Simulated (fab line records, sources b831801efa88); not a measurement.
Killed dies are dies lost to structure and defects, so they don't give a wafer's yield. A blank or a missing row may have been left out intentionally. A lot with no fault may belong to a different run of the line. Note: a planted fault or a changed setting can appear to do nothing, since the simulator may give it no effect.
Matching of chambers ; flow sky130 ; cmp-01 running SKY_VIA1_CMP_24: 4 sister chambers
The step polishes, stops on SiO2, t overpolish 15 s, target thk 0 nm. 14 wafers are shown with their chamber, then 7 later ones without.

EACH WAFER AND ITS CHAMBER
wafer;chamber;motor_current_A (A);retaining_ring_pressure_frac;overpolish_run_s (s)
L294.1;0;11.7;1.001;14.988
L294.2;1;10.4;0.993;15.004
L294.3;3;9.2;0.994;14.995
L295.3;3;9.0;0.995;14.993
L295.5;3;9.2;0.994;15.008
L295.6;2;11.2;1.001;15.002
L296.1;2;12.2;0.990;14.991
L296.2;1;10.5;1.002;15.003
L296.6;0;11.4;1.003;14.994
L297.2;3;9.1;0.992;15.004
L297.4;2;11.6;1.012;14.993
L297.6;0;11.5;1.010;15.018
L307.1;0;12.3;1.007;15.011
L307.3;1;10.5;0.994;14.997

SIGNATURES (averages over the wafers above)
reading;chamber 0;chamber 1;chamber 2;chamber 3;scatter within a chamber
motor_current_A;11.725;10.467;11.667;9.125;0.321
retaining_ring_pressure_frac;1.00525;0.99633;1.00100;0.99375;0.00587
overpolish_run_s;15.00275;15.00133;14.99533;15.00000;0.0092
Rule: distance of a wafer from a chamber = root of the sum over the readings of ((wafer's reading minus chamber's mean) / reading's scatter) squared. The wafer belongs to the nearest chamber; if the next one is less than 2 further off, it can't be placed. The scatter is the square root of a quotient: the sum, over the shown wafers, of each reading's squared deviation from its chamber's mean, divided by wafers minus chambers.

WAFERS WHOSE CHAMBER IS MISSING
wafer;motor_current_A (A);retaining_ring_pressure_frac;overpolish_run_s (s)
L307.6;11.4;0.997;15.016
L313.3;12.2;1.005;14.998
L313.4;11.2;0.998;14.993
L313.6;11.7;0.992;15.005
L315.1;11.4;1.001;14.995
L315.5;9.4;1.002;15.014
L315.6;11.4;0.993;14.991

CHAMBER TAKEN BY EACH
wafer;from the rows above;in truth
L307.6;can't be placed: 0 or 2 or 1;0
L313.3;can't be placed: 0 or 2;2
L313.4;can't be placed: 2 or 0 or 1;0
L313.6;can't be placed: 2 or 0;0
L315.1;can't be placed: 2 or 0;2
L315.5;can't be placed: 3 or 1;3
L315.6;can't be placed: 2 or 0 or 1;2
Placed correctly: 0 of 7. These rows do not allow placing 7 (true chamber among the candidates in 7). Number placed wrongly: 0.
